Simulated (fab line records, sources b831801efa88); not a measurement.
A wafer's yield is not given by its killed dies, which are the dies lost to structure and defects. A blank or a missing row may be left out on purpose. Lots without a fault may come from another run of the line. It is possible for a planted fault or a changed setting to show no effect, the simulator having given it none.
The same fault as seen by 2 desks	flow sky130	every desk sees just its own numbers, and what lay behind them comes last

== THE METROLOGY DESK ==
What the gauges read for every lot (on any tool): the sampled wafers with a number, averaged. A lot is out of limits, marked OUT, if its mean lies more than 4 standard deviations from the usual mean; the brackets give that distance.
Columns: A = POLY_GATE_OXIDATION_THK at SKY_POLY_GATE_THK_MEAS_21, usual 4.00 nm; B = cd_nm at SKY_POLY_GATE_CD_MEAS_22, usual 149.2 nm; C = LDD_N_OVL at SKY_LDD_N_OVL_MEAS_07, usual -0.3 nm
lot	first seen here	A	B	C
L535	day 17 03:20	4.00	149.8	-1.4
L545	day 21 03:59	4.07	150.5	0.2
L548	day 22 17:40	4.00	148.7	-1.4
L550	day 22 19:47	3.99	147.5	-1.4
L554	day 23 16:40	3.98	150.2	-1.3
L556	day 24 18:31	3.98	147.4	2.0
Result from this desk: across the 6 lots, nothing is out of limits.

== AT THE TOOL OWNER'S DESK: implanter-02 ==
For each lot that ran on this tool, the mean over its sampled wafers that have a number, from the tool's own readings at SKY_LDD_N_IMPLANT_09. A lot is out of limits, marked OUT, if its mean lies more than 4 standard deviations from the usual mean; the brackets give that distance.
Columns: A = beam_energy_keV at SKY_LDD_N_IMPLANT_09, usual 20.000; B = beam_on_s at SKY_LDD_N_IMPLANT_09, usual 10.01 s
lot	first seen here	A	B
L545	day 22 10:43	19.996	9.93
L548	day 23 23:43	20.847 (+99 or more) OUT	9.94
L550	day 24 02:25	20.845 (+99 or more) OUT	10.10
This desk finds L548, L550 out of limits, L548 being first, at day 23 23:43 (beam_energy_keV at SKY_LDD_N_IMPLANT_09). Within limits: L545.

== ALL TOGETHER ==
The tool owner's desk could have raised an alarm at day 23 23:43, on L548, L550.
Metrology desk: nothing out of limits seen.
The metrology desk holds a record of L548, L550, inside its limits.
The lots listed all ran SKY_LDD_N_IMPLANT_09 on implanter-02.

== WHAT THE SIMULATOR HAD PUT IN ==
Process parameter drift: implanter-02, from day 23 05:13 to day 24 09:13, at SKY_LDD_N_IMPLANT_09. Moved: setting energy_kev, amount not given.
Shown lots that were struck: L548, L550.
Each desk's first reading out of limits, in hours after the fault started: the tool owner's desk, 18.
